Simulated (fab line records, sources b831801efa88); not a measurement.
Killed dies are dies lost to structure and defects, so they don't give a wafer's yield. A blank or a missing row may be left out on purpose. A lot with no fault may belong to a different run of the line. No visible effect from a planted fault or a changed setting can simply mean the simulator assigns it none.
A lot that was struck, set against a sound lot / flow sky130 / 25 steps out of a route of 708
Sound: the wafers L545.2, L545.3, L545.6. Wafers L555.1, L555.3, L555.5 were the ones struck. The cause is given at the end.
At each step with rows: each side's tool, then ch and its chambers, then its first start. Under that, the readings that differ: sound wafers / struck wafers / difference of the means / sigmas: that difference in standard deviations of wafers without a fault.
alike: readings with means less than 2 such deviations apart, plus words and numbers identical on both sides. not compared: withheld readings, readings lacking a value on some wafer, bounds such as >300 that could conceal the same value, and numbers that have no deviation in the record and whose values overlap.
The two part at a step that has a row with sigmas, a row that says differs or no value, or rows on one side only. Numbers that don't overlap but have no deviation are shown without sigmas and don't part them. Lack of a reading on every wafer of one side parts them only where that side has two or more wafers.

first, 3 steps without rows for these wafers: SKY_CAP2M_EXPOSE_09 (exposes mask CAP2M, target cd 1000 nm); SKY_CAP2M_PEB_10; SKY_CAP2M_DEVELOP_11 (develop time 60 s).
SKY_CAP2M_OVL_MEAS_12:
  sound: overlay-02 at day 42 19:28; struck: overlay-02 at day 45 07:16
  alike: CAP2M_OVL
SKY_CAP2M_METAL_ETCH_13: etches TiN in Cl2/BCl3, stops on SiO2, target depth 220 nm, time 62.9 s.
  sound on rie_metal-04 ch 0,1, day 42 19:30; struck on rie_metal-03 ch 0,1, day 45 07:18
  alike: drypump_motor_current_A, mfc_cl2_sccm, oes_product_au, throttle_valve_pct
  not compared: rf_hours_counter_h
SKY_CAP2M_STRIP_14: strips in O2/N2.
  sound on plasma_asher-04 ch 0, day 42 19:35; struck on plasma_asher-02 ch 0,1, day 45 07:26
reading=drypump_motor_current_A (A); sound=6.3 6.3 6.3; struck=5.2 5.2 5.5; difference=-1.0; sigmas=-2
  alike: n2_flow_sccm, oes_product_au, strip_time_to_endpoint_s
  not compared: rf_hours_counter_h
then, 6 steps without rows for these wafers: SKY_CAP2M_STRIP_15 (strips in post etch residue remover, time 1200 s); SKY_CAP2M_CLEAN_16 (cleans in IPA, time 180 s); SKY_CAP2M_CLEAN_17 (cleans in O3/DIW); SKY_METAL4_DEHYDRATE_05 (time 60 s); SKY_METAL4_HMDS_06 (prime time 60 s); SKY_METAL4_COAT_07 (resist thk 60 nm).
SKY_METAL4_COAT_08: resist thk 1140 nm.
  sound on litho_track-04 ch 0, day 43 06:00; struck on litho_track-04 ch 0, day 45 18:00
reading=model.KrF-thick_of_METAL4_COAT_08.thk_nm (nm); sound=1136 1138 1137; struck=1066 1064 1064; difference=-72; sigmas=
then, 4 steps without rows for these wafers: SKY_METAL4_SOFTBAKE_09 (time 90 s); SKY_METAL4_EXPOSE_10 (exposes mask MM4, target cd 300 nm); SKY_METAL4_PEB_11; SKY_METAL4_DEVELOP_12 (develop time 60 s).
SKY_METAL4_CD_MEAS_13 targets a cd of 300 nm.
  sound: cd_sem-02 at day 43 18:28; struck: cd_sem-01 at day 46 04:59
  alike: cd_nm
SKY_METAL4_OVL_MEAS_14:
  sound: overlay-01 at day 43 18:34; struck: overlay-01 at day 46 05:07
  alike: METAL4_OVL
SKY_METAL4_DESCUM_15: chemistry O2, time 8 s.
  sound on rie_metal-01 ch 1, day 43 18:36; struck on rie_metal-04 ch 0,1, day 46 05:09
  alike: drypump_motor_current_A, oes_product_au
  not compared: rf_hours_counter_h, model.METAL4.cd_nm
SKY_METAL4_ETCH_16: etches BARC in N2/H2, stops on SiO2, time 88.2 s, target depth 60 nm.
  sound on rie_metal-01 ch 1, day 43 18:38; struck on rie_metal-04 ch 0,1, day 46 05:11
  alike: drypump_motor_current_A, n2_flow_sccm, oes_product_au, throttle_valve_pct
  not compared: rf_hours_counter_h
SKY_METAL4_ETCH_17: etches SiO2 in C4F8/O2/Ar, stops on TiN, time 3.9 s, target depth 15 nm.
  sound on rie_diel-02 ch 1,2,3, day 43 18:44; struck on rie_diel-04 ch 0,3, day 46 05:17
  alike: oes_product_au
  not compared: rf_hours_counter_h
SKY_METAL4_METAL_ETCH_18: etches the open film in Cl2/BCl3, stops on SiO2, target depth 845 nm, time 183.1 s.
  sound on rie_metal-04 ch 1, day 43 18:49; struck on rie_metal-01 ch 0,1, day 46 05:18
reading=model.KrF-thick_of_METAL4_COAT_08.thk_nm (nm); sound=520 518.3 522.5; struck=456.7 458 457; difference=-63.0; sigmas=
  alike: drypump_motor_current_A, mfc_cl2_sccm, oes_product_au, throttle_valve_pct
  not compared: rf_hours_counter_h
SKY_METAL4_STRIP_19: strips in O2/N2.
  sound on plasma_asher-02 ch 0,1, day 43 19:06; struck on plasma_asher-03 ch 0,1, day 46 05:29
reading=oes_product_au (a.u.); sound=0.500 0.504 0.506; struck=0.470 0.477 0.476; difference=-0.029; sigmas=-6
reading=strip_time_to_endpoint_s (s); sound=6.45 6.43 6.49; struck=5.83 5.85 5.82; difference=-0.62; sigmas=-9
  alike: drypump_motor_current_A, n2_flow_sccm
  not compared: rf_hours_counter_h
then, 1 step without rows for these wafers: SKY_METAL4_STRIP_20 (strips in post etch residue remover, time 1200 s).

## WHERE THEY PART
First at SKY_CAP2M_STRIP_14; last, within this record, at SKY_METAL4_STRIP_19.

WHY: the cause the simulator had injected
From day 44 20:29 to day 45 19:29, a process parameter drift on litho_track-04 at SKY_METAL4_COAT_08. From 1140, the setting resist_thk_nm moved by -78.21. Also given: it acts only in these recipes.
